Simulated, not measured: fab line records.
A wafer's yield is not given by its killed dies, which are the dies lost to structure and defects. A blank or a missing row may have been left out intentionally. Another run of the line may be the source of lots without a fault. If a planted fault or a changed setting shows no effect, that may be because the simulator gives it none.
Split-lot trial    flow gf180mcu    route with 602 steps; 5 lots, 23 wafers read

## THE SPLIT ITSELF
At GF_M2_EXPOSE_11 (exposes mask Metal2, target cd 280 nm), the setting dose mj was moved away from the recipe's 28 on 7 of the 23 wafers read, by -6.6% to +6.4%. For the rest of the wafers, this setting stayed at what the recipe calls for.

## FROM THE SPLIT TO THE READING: what the file shows between them, 2 steps
- GF_M2_PEB_12: peb time 90 s
- GF_M2_DEVELOP_13: develop time 60 s

## THE READING
At GF_M2_CD_MEAS_14: cd nm in nanometres, against a target cd of 280 nm. On this fab line, fault-free wafers typically give 280.1 nm with a standard deviation of 1.3 nm.

wafer   tool, chamber at the split  dose mj as run  against the recipe  cd nm, nm  against lot-mates on the recipe
L074.1  krf scanner-01, 0           26.15           -6.6%               287.6      +9.6
L074.2  krf scanner-01, 0           28              recipe              278.1      -
L074.3  krf scanner-01, 0           26.15           -6.6%               289.2      +11.2
L074.4  krf scanner-01, 0           28              recipe              277.9      -
L074.6  krf scanner-01, 0           26.15           -6.6%               289.2      +11.2
L076.1  krf scanner-01, 0           29.69           +6.0%               272.0      -7.8
L076.2  krf scanner-01, 0           28              recipe              279.6      -
L076.4  krf scanner-01, 0           28              recipe              279.8      -
L076.5  krf scanner-01, 0           29.69           +6.0%               270.9      -8.9
L076.6  krf scanner-01, 0           28              recipe              280.1      -
L077.1  krf scanner-02, 0           28              recipe              281.7      -
L077.5  krf scanner-02, 0           28              recipe              281.2      -
L077.6  krf scanner-02, 0           28              recipe              281.8      -
L078.1  krf scanner-02, 0           28              recipe              280.5      -
L078.2  krf scanner-02, 0           28              recipe              280.4      -
L078.4  krf scanner-02, 0           28              recipe              280.5      -
L078.5  krf scanner-02, 0           28              recipe              280.9      -
L078.6  krf scanner-02, 0           28              recipe              280.6      -
L080.2  krf scanner-02, 0           28              recipe              280.6      -
L080.3  krf scanner-02, 0           28              recipe              280.5      -
L080.4  krf scanner-02, 0           29.8            +6.4%               270.9      -9.5
L080.5  krf scanner-02, 0           29.8            +6.4%               271.5      -8.9
L080.6  krf scanner-02, 0           28              recipe              280.2      -

THE FIT
A straight line over all 23 wafers: cd nm changes by -1.36 nm for each +1% of dose mj; r = -0.98; the points scatter about the line by 1 nm.
The same after taking each lot's own level away (the mean of its wafers on the recipe; 23 wafers): -1.51 nm for each +1%; r = -1.00; scatter 0.5 nm.
On that fit, the largest move of dose mj shifts the reading by 10 nm.
The lots' own levels span 278.00 to 281.57 nm, that is 2.7 times the standard deviation above.
So the lot-to-lot level changes the slope: the two fits differ.
Check: +10.3 nm against its lot-mates is what the line predicts for one of the wafers moved furthest among these (-6.6%) when that wafer is left out of the fit. Against them it came out at +9.6 nm.

## ADDITIONAL SPLITS CARRIED BY THESE WAFERS
Other splits were also applied to these wafers ahead of the reading. Each is held against what the fit with the lots' levels taken away leaves over:
other split on the same wafers  wafers away from the commonest value  r with cd nm (lot level and that fit taken away)
GF_M2_SPUTTER_00 power w        9                                     -0.12

## THE WHOLE CHAIN: every reading that the file lists as answering this split, in the file's order
step                 what it does                                                                          reading                                                    change (the file's fit)               r (the file's)
GF_M2_CD_MEAS_14     target cd 280 nm                                                                      cd nm                                                      -1.48 nm for each +1% of the setting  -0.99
GF_M2_METAL_ETCH_16  etches the open film in Cl2/BCl3, stops on SiO2, target depth 627.5 nm, time 104.6 s  M2.cd nm (the simulator's own value, which no gauge read)  -1.56 nm for each +1% of the setting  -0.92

## FILE'S OWN FIT
cd nm changes by -1.48 nm for each +1% of dose mj, r = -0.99.
